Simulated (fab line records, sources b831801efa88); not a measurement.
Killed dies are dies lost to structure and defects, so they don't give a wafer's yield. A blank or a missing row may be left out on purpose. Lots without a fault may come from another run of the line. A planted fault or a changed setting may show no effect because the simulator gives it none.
fab line records | flow sky130
record lots=24 wafers=72 last_day=50
route steps=708 shown CONTACT@407 VIA3@593 METAL4@600
lots that met no fault: from a run of the same line without faults
start_h: hours from the record's first day to the start of the lot's first wafer shown | wait_h: hours since the lot's step before | " the same as in the row above | L1.1+2: a row that stands for several wafers | - no value, or no start given | * or withheld: withheld | < > ~ a bound
route shown NAME@n: a module of which the file shows steps, and the number in the route of the first | usual: mean/standard deviation of fault-free wafers | same: alike in all rows | chamber/n: place in a boat | sites: the reading at each site | _std_site: their standard deviation | _edge_site: outer sites' mean less inner sites' | radius_mm: how far each site lies from the wafer's centre | mask NAME#n: copy n | behind: the tool/chamber that last shaped the wafer | hold: why the lot was held/for how many hours/how that ended | device: the transistor (n, p or np) that didn't switch | end of line: the same wafers' tests at the end of the route | a step without rows: its recipe alone | killed: dies lost to structure and defects at the first sort, not the wafer's yield | map: a wafer's dies, x killed, . not, _ none there
set.NAME: the setting as run; set.NAME@STEP: as run at that earlier step | model.NAME: the simulator's own value behind a step, which no gauge read
steps of the route over a sample of lots; a table a step, a row a wafer
services: from which hour (start_h, from the record's first day; less than 0 if before it) a tool's chamber was out of use, for how many hours, and why
## steps
# step SKY_CONTACT_THK_MEAS_01
# recipe reads=Si3N4_of_CONTACT_CVD_00
# usual CONTACT_CVD_00_THK=75.0/0.82
# columns lot.wafer tool chamber start_h wait_h CONTACT_CVD_00_THK[nm]
L074.3 film_metro-03 - 696.91 - 75.5
L074.4 " - " " 75.9
L074.6 " - " " 76.8
L075.2 film_metro-01 - 707.24 - 74.2
L075.4 " - " " 75.2
L075.6 " - " " 75.7
L076.1 film_metro-01 - 740.02 - 74.9
L076.2 " - " " 74.9
L076.6 " - " " 74.9
L078.2 film_metro-02 - 741.88 - 75.4
L078.4 " - " " 75.6
L078.5 " - " " 76.7
L077.1 film_metro-02 - 742.56 - 74.5
L077.2 " - " " 75.5
L077.4 " - " " 75.1
L079.1 film_metro-01 - 744.41 - 74.1
L079.3 " - " " 73.5
L079.5 " - " " 75.5
L080.2 film_metro-01 - 752.25 - 75.0
L080.3 " - " " 74.4
L080.4 " - " " 75.6
L081.1 film_metro-03 - 773.03 - 74.9
L081.3 " - " " 75.2
L081.6 " - " " 76.2
L082.1 film_metro-01 - 773.91 - 75.4
L082.4 " - " " 76.4
L082.5 " - " " 77.0
L083.1 film_metro-03 - 777.20 - 73.5
L083.5 " - " " 76.4
L083.6 " - " " 75.2
L084.2 film_metro-02 - 782.72 - 75.1
L084.3 " - " " 74.3
L084.4 " - " " 74.6
L085.1 film_metro-01 - 790.81 - 74.0
L085.3 " - " " 73.5
L085.4 " - " " 75.4
L086.2 film_metro-03 - 795.52 - 74.4
L086.3 " - " " 73.7
L086.5 " - " " 76.1
L087.2 film_metro-03 - 809.10 - 73.4
L087.4 " - " " 75.7
L087.6 " - " " 74.7
L088.2 film_metro-02 - 817.48 - 75.1
L088.4 " - " " 76.0
L088.5 " - " " 76.3
L089.2 film_metro-03 - 824.85 - 74.4
L089.3 " - " " 74.8
L089.6 " - " " 74.3
L090.2 film_metro-01 - 832.87 - 74.0
L090.3 " - " " 74.2
L090.5 " - " " 75.5
L091.2 film_metro-01 - 841.51 - 74.3
L091.3 " - " " 74.0
L091.5 " - " " 75.5
L092.3 film_metro-02 - 843.06 - 75.4
L092.5 " - " " 74.8
L092.6 " - " " 74.3
L093.1 film_metro-02 - 861.27 - 74.0
L093.3 " - " " 74.3
L093.6 " - " " 75.2
L094.3 film_metro-01 - 862.57 - 74.5
L094.4 " - " " 76.1
L094.6 " - " " 75.3
L095.2 film_metro-03 - 869.66 - 73.9
L095.3 " - " " 75.0
L095.5 " - " " 75.4
L097.2 film_metro-02 - 905.59 - 75.2
L097.4 " - " " 75.2
L097.6 " - " " 76.0
L096.3 film_metro-03 - 908.02 - 76.3
L096.5 " - " " 76.5
L096.6 " - " " 75.2
# step SKY_CONTACT_CD_MEAS_14
# recipe target_cd_nm=170
# usual cd_nm=170.1/1.5
# columns lot.wafer tool chamber start_h wait_h cd_nm
L074.3 cd_sem-01 - 725.16 - 169.0
L074.4 " - " " 168.8
L074.6 " - " " 168.1
L075.2 cd_sem-02 - 735.16 - 168.6
L075.4 " - " " 169.0
L075.6 " - " " 168.4
L076.1 cd_sem-02 - 768.42 - 172.7
L076.2 " - " " 170.6
L076.6 " - " " 171.7
L078.2 cd_sem-02 - 769.59 - 169.7
L078.4 " - " " 172.3
L078.5 " - " " 171.0
L077.1 cd_sem-01 - 770.82 - 169.4
L077.2 " - " " 167.4
L077.4 " - " " 170.2
L079.1 cd_sem-02 - 772.07 - 172.8
L079.3 " - " " 170.9
L079.5 " - " " 170.6
L080.2 cd_sem-01 - 779.49 - 170.5
L080.3 " - " " 168.8
L080.4 " - " " 169.0
L081.1 cd_sem-01 - 799.27 - 168.9
L081.3 " - " " 168.8
L081.6 " - " " 170.2
L082.1 cd_sem-02 - 800.82 - 172.2
L082.4 " - " " 171.7
L082.5 " - " " 170.4
L083.1 cd_sem-01 - 804.34 - 170.7
L083.5 " - " " 170.4
L083.6 " - " " 168.4
L084.2 cd_sem-02 - 808.56 - 169.5
L084.3 " - " " 169.3
L084.4 " - " " 167.7
L085.1 cd_sem-02 - 819.35 - 168.0
L085.3 " - " " 167.5
L085.4 " - " " 167.0
L086.2 cd_sem-02 - 821.64 - 170.8
L086.3 " - " " 171.3
L086.5 " - " " 171.3
L087.2 cd_sem-01 - 836.04 - 169.9
L087.4 " - " " 168.8
L087.6 " - " " 170.0
L088.2 cd_sem-01 - 844.29 - 170.4
L088.4 " - " " 170.3
L088.5 " - " " 170.5
L089.2 cd_sem-01 - 851.74 - 169.9
L089.3 " - " " 169.3
L089.6 " - " " 170.8
L090.2 cd_sem-02 - 859.46 - 172.1
L090.3 " - " " 173.0
L090.5 " - " " 170.8
L091.2 cd_sem-01 - 867.89 - 169.6
L091.3 " - " " 169.4
L091.5 " - " " 167.6
L092.3 cd_sem-01 - 869.51 - 168.6
L092.5 " - " " 168.5
L092.6 " - " " 168.1
L093.1 cd_sem-02 - 887.69 - 172.3
L093.3 " - " " 171.6
L093.6 " - " " 172.2
L094.3 cd_sem-02 - 889.33 - 168.0
L094.4 " - " " 171.4
L094.6 " - " " 169.7
L095.2 cd_sem-02 - 895.91 - 171.3
L095.3 " - " " 171.8
L095.5 " - " " 169.0
L097.2 cd_sem-01 - 931.26 - 171.7
L097.4 " - " " 172.2
L097.6 " - " " 170.9
L096.3 cd_sem-01 - 933.18 - 168.7
L096.5 " - " " 169.0
L096.6 " - " " 169.3
# step SKY_CONTACT_ETCH_18
# recipe target=Si3N4 chemistry=CHF3/O2 stop_on=TiN source_w=600 bias_w=200 pressure_mtorr=40 chf3_flow_sccm=50 O2_flow_sccm=5 time_s=39 target_depth_a=750
# usual chamber_pressure_mTorr=40.00/0.036 drypump_motor_current_A=5.7/0.31 oes_product_au=0.855/0.0075 throttle_valve_pct=8.792/0.0085
# columns lot.wafer tool chamber start_h wait_h chamber_pressure_mTorr drypump_motor_current_A oes_product_au rf_hours_counter_h throttle_valve_pct
L074.3 rie_diel-02 1 - - 39.98 5.7 0.856 10 8.800
L074.4 " 0 " " 40.04 6.2 0.858 - 8.798
L074.6 " 1 " " 40.01 5.7 0.870 - 8.802
L075.2 rie_diel-02 2 - - 40.02 5.8 0.846 5 8.783
L075.4 " 2 " " 40.05 5.8 0.852 - 8.776
L075.6 " 1 " " 40.03 5.7 0.859 - 8.805
L076.1 rie_diel-01 1 - - 40.04 5.6 0.863 1 8.802
L076.2 " 2 " " 40.01 5.6 0.852 13 8.788
L076.6 " 1 " " 40.02 5.6 0.860 - 8.789
L078.2 rie_diel-02 3 - - 40.01 5.6 0.857 2 8.786
L078.4 " 2 " " 39.94 5.9 0.865 6 8.798
L078.5 " 2 " " 40.06 5.8 0.858 - 8.796
L077.1 rie_diel-03 3 - - 40.02 5.6 0.850 14 8.799
L077.2 " 2 " " 39.99 5.5 0.854 14 8.805
L077.4 " 0 " " 40.04 6.0 0.859 6 8.798
L079.1 rie_diel-01 2 - - 39.98 5.6 0.850 13 8.781
L079.3 " 1 " " 40.01 5.6 0.847 1 8.794
L079.5 " 0 " " 40.03 5.9 0.857 - 8.784
L080.2 rie_diel-01 2 - - 39.97 5.6 0.855 14 8.781
L080.3 " 1 " " 40.03 5.6 0.851 1 8.806
L080.4 " 3 " " 39.94 6.2 0.856 16 8.798
L081.1 rie_diel-03 0 - - 40.03 6.1 0.852 6 8.804
L081.3 " 3 " " 40.04 5.6 0.863 15 8.802
L081.6 " 2 " " 39.99 5.5 0.870 - 8.788
L082.1 rie_diel-03 1 - - 39.98 5.1 0.859 6 8.795
L082.4 " 3 " " 40.02 5.6 0.871 15 8.789
L082.5 " 3 " " 39.98 5.6 0.865 - 8.781
L083.1 rie_diel-01 2 - - 40.00 5.6 0.843 14 8.781
L083.5 " 3 " " 39.99 6.2 0.863 - 8.799
L083.6 " 0 " " 39.99 5.9 0.849 - 8.795
L084.2 rie_diel-02 2 - - 39.96 5.8 0.852 7 8.791
L084.3 " 0 " " 40.01 6.2 0.851 6 8.796
L084.4 " 3 " " 40.01 5.6 0.845 3 8.800
L085.1 rie_diel-03 3 - - 39.98 5.6 0.853 15 8.788
L085.3 " 2 " " 40.00 5.5 0.851 16 8.777
L085.4 " 0 " " 40.02 6.0 0.842 7 8.790
L086.2 rie_diel-02 0 - - 39.97 6.2 0.850 6 8.801
L086.3 " 2 " " 39.95 5.8 0.847 7 8.790
L086.5 " 2 " " 39.97 5.8 0.861 - 8.800
L087.2 rie_diel-03 1 - - 39.98 5.1 0.844 8 8.778
L087.4 " 3 " " 40.07 5.6 0.856 16 8.802
L087.6 " 3 " " 40.01 5.6 0.852 - 8.794
L088.2 rie_diel-03 0 - - 39.97 6.0 0.859 8 8.789
L088.4 " 2 " " 40.03 5.5 0.853 17 8.790
L088.5 " 2 " " 39.99 5.5 0.865 - 8.788
L089.2 rie_diel-01 0 - - 40.00 5.9 0.850 3 8.787
L089.3 " 1 " " 40.00 5.6 0.844 3 8.799
L089.6 " 3 " " 40.06 6.2 0.847 - 8.799
L090.2 rie_diel-01 0 - - 39.99 6.0 0.840 4 8.779
L090.3 " 1 " " 39.98 5.5 0.848 3 8.790
L090.5 " 3 " " 40.01 6.2 0.860 - 8.794
L091.2 rie_diel-02 1 - - 40.00 5.7 0.847 15 8.789
L091.3 " 3 " " 39.94 5.6 0.846 4 8.791
L091.5 " 2 " " 39.94 5.8 0.866 - 8.793
L092.3 rie_diel-02 2 - - 39.97 5.8 0.857 9 8.770
L092.5 " 2 " " 39.94 5.8 0.847 - 8.797
L092.6 " 3 " " 39.99 5.6 0.852 - 8.786
L093.1 rie_diel-02 1 - - 40.01 5.7 0.853 15 8.805
L093.3 " 3 " " 39.97 5.6 0.861 5 8.780
L093.6 " 3 " " 39.98 5.6 0.855 - 8.789
L094.3 rie_diel-03 1 - - 39.99 5.1 0.848 10 8.802
L094.4 " 3 " " 39.98 5.6 0.867 18 8.804
L094.6 " 0 " " 40.00 6.1 0.861 - 8.786
L095.2 rie_diel-03 1 - - 39.99 5.1 0.843 10 8.786
L095.3 " 2 " " 39.98 5.5 0.860 18 8.806
L095.5 " 3 " " 40.01 5.6 0.865 - 8.793
L097.2 rie_diel-03 3 - - 40.05 5.6 0.861 19 8.786
L097.4 " 1 " " 40.03 5.1 0.860 11 8.806
L097.6 " 0 " " 39.96 6.1 0.873 - 8.799
L096.3 rie_diel-03 2 - - 40.00 5.5 0.860 20 8.800
L096.5 " 1 " " 40.08 5.1 0.864 - 8.820
L096.6 " 2 " " 39.99 5.5 0.841 - 8.794
# step SKY_VIA3_SPUTTER_20
# recipe material=TiN target_thk_nm=20 chamber_pressure_pa=5 power_w=4000 time_s=80
# usual throttle_valve_pct=30.4/0.87
# columns lot.wafer tool chamber start_h wait_h throttle_valve_pct
L074.3 pvd_sputter-01 - 920.62 0.0 30.6
L074.4 " - " " 30.6
L074.6 " - " " 30.7
L075.2 pvd_sputter-03 - 930.65 0.0 29.8
L075.4 " - " " 29.2
L075.6 " - " " 30.2
L076.1 pvd_sputter-04 - 958.66 0.0 29.7
L076.2 " - " " 29.5
L076.6 " - " " 30.7
L078.2 pvd_sputter-04 - 960.53 0.0 31.0
L078.4 " - " " 31.8
L078.5 " - " " 32.0
L077.1 pvd_sputter-01 - 960.88 0.0 31.1
L077.2 " - " " 30.8
L077.4 " - " " 30.7
L079.1 pvd_sputter-03 - 963.25 0.0 29.1
L079.3 " - " " 30.4
L079.5 " - " " 30.0
L080.2 pvd_sputter-04 - 969.89 0.0 29.9
L080.3 " - " " 30.9
L080.4 " - " " 31.5
L081.1 pvd_sputter-01 - 988.30 0.0 30.5
L081.3 " - " " 31.3
L081.6 " - " " 30.8
L082.1 pvd_sputter-04 - 988.79 0.0 30.8
L082.4 " - " " 29.8
L082.5 " - " " 29.8
L083.1 pvd_sputter-04 - 992.07 0.0 31.9
L083.5 " - " " 31.7
L083.6 " - " " 30.8
L084.2 pvd_sputter-04 - 996.85 0.0 29.7
L084.3 " - " " 29.8
L084.4 " - " " 31.8
L085.1 pvd_sputter-04 - 1005.75 0.0 29.9
L085.3 " - " " 31.7
L085.4 " - " " 30.9
L086.2 pvd_sputter-01 - 1007.68 0.0 30.9
L086.3 " - " " 30.7
L086.5 " - " " 30.8
L087.2 pvd_sputter-03 - 1021.08 0.0 30.0
L087.4 " - " " 29.1
L087.6 " - " " 30.3
L088.2 pvd_sputter-04 - 1026.80 0.0 31.9
L088.4 " - " " 30.0
L088.5 " - " " 30.7
L089.2 pvd_sputter-01 - 1033.15 0.0 31.3
L089.3 " - " " 30.9
L089.6 " - " " 31.1
L090.2 pvd_sputter-01 - 1040.99 0.0 30.7
L090.3 " - " " 30.8
L090.5 " - " " 30.8
L091.2 pvd_sputter-01 - 1047.24 0.0 31.2
L091.3 " - " " 30.9
L091.5 " - " " 30.6
L092.3 pvd_sputter-03 - 1047.98 0.0 29.9
L092.5 " - " " 29.1
L092.6 " - " " 30.0
L093.1 pvd_sputter-01 - 1065.24 0.0 30.6
L093.3 " - " " 31.0
L093.6 " - " " 31.4
L094.3 pvd_sputter-03 - 1066.53 0.0 30.0
L094.4 " - " " 28.8
L094.6 " - " " 30.1
L095.2 pvd_sputter-04 - 1070.78 0.0 31.6
L095.3 " - " " 29.5
L095.5 " - " " 29.8
L097.2 pvd_sputter-04 - 1098.63 0.0 29.8
L097.4 " - " " 30.7
L097.6 " - " " 31.9
L096.3 pvd_sputter-03 - 1102.39 0.0 30.1
L096.5 " - " " 29.2
L096.6 " - " " 30.0
# step SKY_VIA3_THK_MEAS_23
# recipe thk_meas_gauge=xrf reads=W_of_VIA3_CVD_21
# usual VIA3_W_THK=399/3.9
# columns lot.wafer tool chamber start_h wait_h VIA3_W_THK[nm]
L074.3 film_metro-02 - 920.94 0.1 391
L074.4 " - " " 394
L074.6 " - " " 395
L075.2 film_metro-04 - 930.96 0.1 398
L075.4 " - " " 402
L075.6 " - " " 391
L076.1 film_metro-02 - 958.97 0.1 398
L076.2 " - " " 402
L076.6 " - " " 399
L078.2 film_metro-01 - 960.84 0.1 405
L078.4 " - " " 400
L078.5 " - " " 398
L077.1 film_metro-04 - 961.18 0.1 396
L077.2 " - " " 393
L077.4 " - " " 398
L079.1 film_metro-04 - 963.55 0.1 400
L079.3 " - " " 406
L079.5 " - " " 400
L080.2 film_metro-02 - 970.20 0.1 398
L080.3 " - " " 402
L080.4 " - " " 395
L081.1 film_metro-01 - 988.61 0.1 399
L081.3 " - " " 403
L081.6 " - " " 403
L082.1 film_metro-02 - 989.09 0.1 393
L082.4 " - " " 402
L082.5 " - " " 391
L083.1 film_metro-04 - 992.37 0.1 405
L083.5 " - " " 396
L083.6 " - " " 399
L084.2 film_metro-02 - 997.17 0.1 397
L084.3 " - " " 397
L084.4 " - " " 405
L085.1 film_metro-02 - 1006.06 0.1 404
L085.3 " - " " 399
L085.4 " - " " 407
L086.2 film_metro-04 - 1008.00 0.1 401
L086.3 " - " " 397
L086.5 " - " " 398
L087.2 film_metro-02 - 1021.39 0.1 400
L087.4 " - " " 405
L087.6 " - " " 399
L088.2 film_metro-04 - 1027.12 0.1 399
L088.4 " - " " 403
L088.5 " - " " 395
L089.2 film_metro-02 - 1033.47 0.1 397
L089.3 " - " " 399
L089.6 " - " " 394
L090.2 film_metro-02 - 1041.30 0.1 396
L090.3 " - " " 401
L090.5 " - " " 396
L091.2 film_metro-01 - 1047.56 0.1 399
L091.3 " - " " 398
L091.5 " - " " 399
L092.3 film_metro-02 - 1048.30 0.1 401
L092.5 " - " " 396
L092.6 " - " " 399
L093.1 film_metro-04 - 1065.54 0.1 397
L093.3 " - " " 403
L093.6 " - " " 400
L094.3 film_metro-01 - 1066.85 0.1 404
L094.4 " - " " 407
L094.6 " - " " 401
L095.2 film_metro-04 - 1071.10 0.1 398
L095.3 " - " " 396
L095.5 " - " " 402
L097.2 film_metro-01 - 1098.94 0.1 389
L097.4 " - " " 400
L097.6 " - " " 398
L096.3 film_metro-01 - 1102.72 0.1 405
L096.5 " - " " 401
L096.6 " - " " 402
# step SKY_METAL4_SPUTTER_02
# recipe material=AlCu target_thk_nm=735 power_w=10600 time_s=39.1 chamber_pressure_pa=0.4
# usual throttle_valve_pct=30.1/1.1
# columns lot.wafer tool chamber start_h wait_h throttle_valve_pct
L074.3 pvd_sputter-02 - 921.33 0.0 28.3
L074.4 " - " " 30.7
L074.6 " - " " 30.7
L075.2 pvd_sputter-01 - 931.36 0.0 31.0
L075.4 " - " " 30.7
L075.6 " - " " 30.7
L076.1 pvd_sputter-02 - 959.38 0.0 29.5
L076.2 " - " " 30.9
L076.6 " - " " 31.1
L078.2 pvd_sputter-04 - 961.24 0.0 32.0
L078.4 " - " " 30.9
L078.5 " - " " 29.8
L077.1 pvd_sputter-01 - 961.59 0.0 30.6
L077.2 " - " " 31.2
L077.4 " - " " 30.7
L079.1 pvd_sputter-02 - 963.96 0.0 30.9
L079.3 " - " " 28.2
L079.5 " - " " 28.3
L080.2 pvd_sputter-01 - 970.60 0.0 30.5
L080.3 " - " " 31.3
L080.4 " - " " 30.6
L081.1 pvd_sputter-02 - 991.21 0.0 29.7
L081.3 " - " " 28.0
L081.6 " - " " 30.8
L082.1 pvd_sputter-04 - 991.51 0.0 29.5
L082.4 " - " " 31.8
L082.5 " - " " 29.5
L083.1 pvd_sputter-02 - 993.91 0.0 29.6
L083.5 " - " " 28.2
L083.6 " - " " 30.8
L084.2 pvd_sputter-04 - 997.81 0.0 29.7
L084.3 " - " " 29.5
L084.4 " - " " 31.9
L085.1 pvd_sputter-02 - 1006.47 0.0 30.9
L085.3 " - " " 29.6
L085.4 " - " " 28.4
L086.2 pvd_sputter-04 - 1008.40 0.0 31.9
L086.3 " - " " 29.7
L086.5 " - " " 29.8
L087.2 pvd_sputter-01 - 1022.13 0.0 30.8
L087.4 " - " " 31.4
L087.6 " - " " 31.0
L088.2 pvd_sputter-02 - 1027.52 0.0 28.4
L088.4 " - " " 28.3
L088.5 " - " " 28.4
L089.2 pvd_sputter-01 - 1033.87 0.0 30.9
L089.3 " - " " 30.7
L089.6 " - " " 31.4
L090.2 pvd_sputter-02 - 1041.70 0.0 28.1
L090.3 " - " " 31.0
L090.5 " - " " 28.1
L091.2 pvd_sputter-01 - 1047.96 0.0 30.7
L091.3 " - " " 31.7
L091.5 " - " " 31.2
L092.3 pvd_sputter-01 - 1048.69 0.0 30.6
L092.5 " - " " 30.7
L092.6 " - " " 31.3
L093.1 pvd_sputter-02 - 1065.95 0.0 30.8
L093.3 " - " " 28.6
L093.6 " - " " 28.4
L094.3 pvd_sputter-01 - 1067.24 0.0 31.1
L094.4 " - " " 30.8
L094.6 " - " " 30.7
L095.2 pvd_sputter-01 - 1071.50 0.0 30.8
L095.3 " - " " 30.8
L095.5 " - " " 31.1
L097.2 pvd_sputter-02 - 1099.34 0.0 30.9
L097.4 " - " " 29.8
L097.6 " - " " 29.8
L096.3 pvd_sputter-02 - 1103.11 0.0 30.0
L096.5 " - " " 31.0
L096.6 " - " " 29.6
## services
# columns tool chamber start_h hours kind
pvd_sputter-01 - 706.28 6.6 repair
rie_diel-03 0 708.87 1.2 repair
pvd_sputter-04 - 728.37 2.9 repair
pvd_sputter-04 - 729.19 5.5 repair
pvd_sputter-03 - 749.85 2.8 repair
rie_diel-03 2 794.78 4.6 repair
pvd_sputter-01 - 797.40 1.8 repair
rie_diel-02 3 798.41 2.6 repair
pvd_sputter-01 - 813.65 4.5 repair
rie_diel-01 0 841.66 4.7 repair
pvd_sputter-02 - 858.62 2.3 repair
rie_diel-03 - 867.73 1.2 repair
pvd_sputter-04 - 886.60 6.0 repair
rie_diel-02 3 911.99 5.7 repair
rie_diel-03 0 916.64 4.1 repair
rie_diel-01 - 962.77 0.3 repair
rie_diel-02 0 966.94 5.6 repair
rie_diel-02 1 986.29 13.4 repair
pvd_sputter-04 - 994.79 1.0 repair
rie_diel-02 3 998.06 46.5 repair
rie_diel-01 2 1009.53 18.0 repair
rie_diel-03 - 1011.12 0.2 repair
rie_diel-02 1 1076.30 5.8 repair
rie_diel-03 2 1088.10 1.3 repair
## key
fault none
